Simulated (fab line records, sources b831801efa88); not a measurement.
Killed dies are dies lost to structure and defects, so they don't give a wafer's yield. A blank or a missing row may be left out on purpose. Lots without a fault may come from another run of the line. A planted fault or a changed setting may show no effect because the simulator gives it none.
Chamber matching | flow gf180mcu | GF_V2_CVD_02 on pecvd-01: 3 sister chambers
The step deposits SiO2 from TEOS, target thk 850 nm, time 94.851 s. 33 wafers are shown with their chamber, then 12 later ones without.

WAFERS WITH THEIR CHAMBER
wafer  | chamber | heater_power_w (W) | heater_power_outer_w (W)
L075.1 | 0       | 785                | 455
L075.2 | 1       | 595                | 364
L075.3 | 2       | 799                | 456
L075.4 | 2       | 674                | 343
L075.5 | 0       | 627                | 339
L075.6 | 1       | 643                | 412
L077.1 | 0       | 776                | 448
L077.5 | 2       | 816                | 456
L077.6 | 1       | 567                | 365
L083.4 | 2       | 786                | 413
L083.5 | 1       | 731                | 474
L083.6 | 0       | 735                | 442
L085.1 | 1       | 695                | 468
L085.2 | 0       | 683                | 377
L085.3 | 2       | 816                | 445
L085.4 | 2       | 855                | 456
L085.5 | 1       | 728                | 487
L085.6 | 0       | 754                | 425
L086.3 | 1       | 610                | 402
L086.5 | 0       | 633                | 342
L086.6 | 1       | 675                | 436
L088.1 | 1       | 721                | 468
L088.2 | 0       | 764                | 425
L088.3 | 2       | 813                | 443
L088.4 | 0       | 784                | 475
L088.5 | 1       | 581                | 381
L088.6 | 2       | 851                | 456
L089.1 | 2       | 762                | 399
L089.2 | 1       | 656                | 429
L089.3 | 0       | 757                | 429
L089.4 | 0       | 789                | 462
L089.5 | 1       | 726                | 460
L089.6 | 2       | 812                | 433

SIGNATURES (means of the wafers above)
reading              | chamber 0 | chamber 1 | chamber 2 | scatter within a chamber
heater_power_w       | 735.18    | 660.67    | 798.40    | 58
heater_power_outer_w | 419.91    | 428.83    | 430.00    | 42.8
Rule: a wafer's distance from a chamber is the root of the sum, over the readings, of the square of ((its reading less the chamber's mean) divided by the reading's scatter). The wafer belongs to the nearest chamber; if the next one is less than 2 further off, it can't be placed. The scatter: the root of (the sum of the squares of (reading less its chamber's mean) over the shown wafers, divided by (wafers less chambers)).

WAFERS WITHOUT THEIR CHAMBER
wafer  | heater_power_w (W) | heater_power_outer_w (W)
L090.3 | 816                | 466
L090.4 | 654                | 433
L090.5 | 774                | 403
L091.3 | 760                | 420
L091.4 | 787                | 454
L091.5 | 794                | 431
L092.1 | 785                | 428
L092.5 | 821                | 447
L092.6 | 663                | 447
L095.1 | 790                | 441
L095.3 | 711                | 403
L095.4 | 672                | 454

WHICH CHAMBER EACH WENT THROUGH
wafer  | from the rows above          | in truth
L090.3 | can't be placed: 2 or 0 or 1 | 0
L090.4 | can't be placed: 1 or 0      | 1
L090.5 | can't be placed: 2 or 0 or 1 | 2
L091.3 | can't be placed: 0 or 2 or 1 | 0
L091.4 | can't be placed: 2 or 0 or 1 | 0
L091.5 | can't be placed: 2 or 0      | 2
L092.1 | can't be placed: 2 or 0 or 1 | 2
L092.5 | can't be placed: 2 or 0      | 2
L092.6 | can't be placed: 1 or 0 or 2 | 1
L095.1 | can't be placed: 2 or 0 or 1 | 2
L095.3 | can't be placed: 0 or 1 or 2 | 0
L095.4 | can't be placed: 1 or 0 or 2 | 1
Placed correctly: 0 of 12. Can't be placed from these rows: 12 (the true chamber is among the candidates in 12). Placed wrongly: 0.
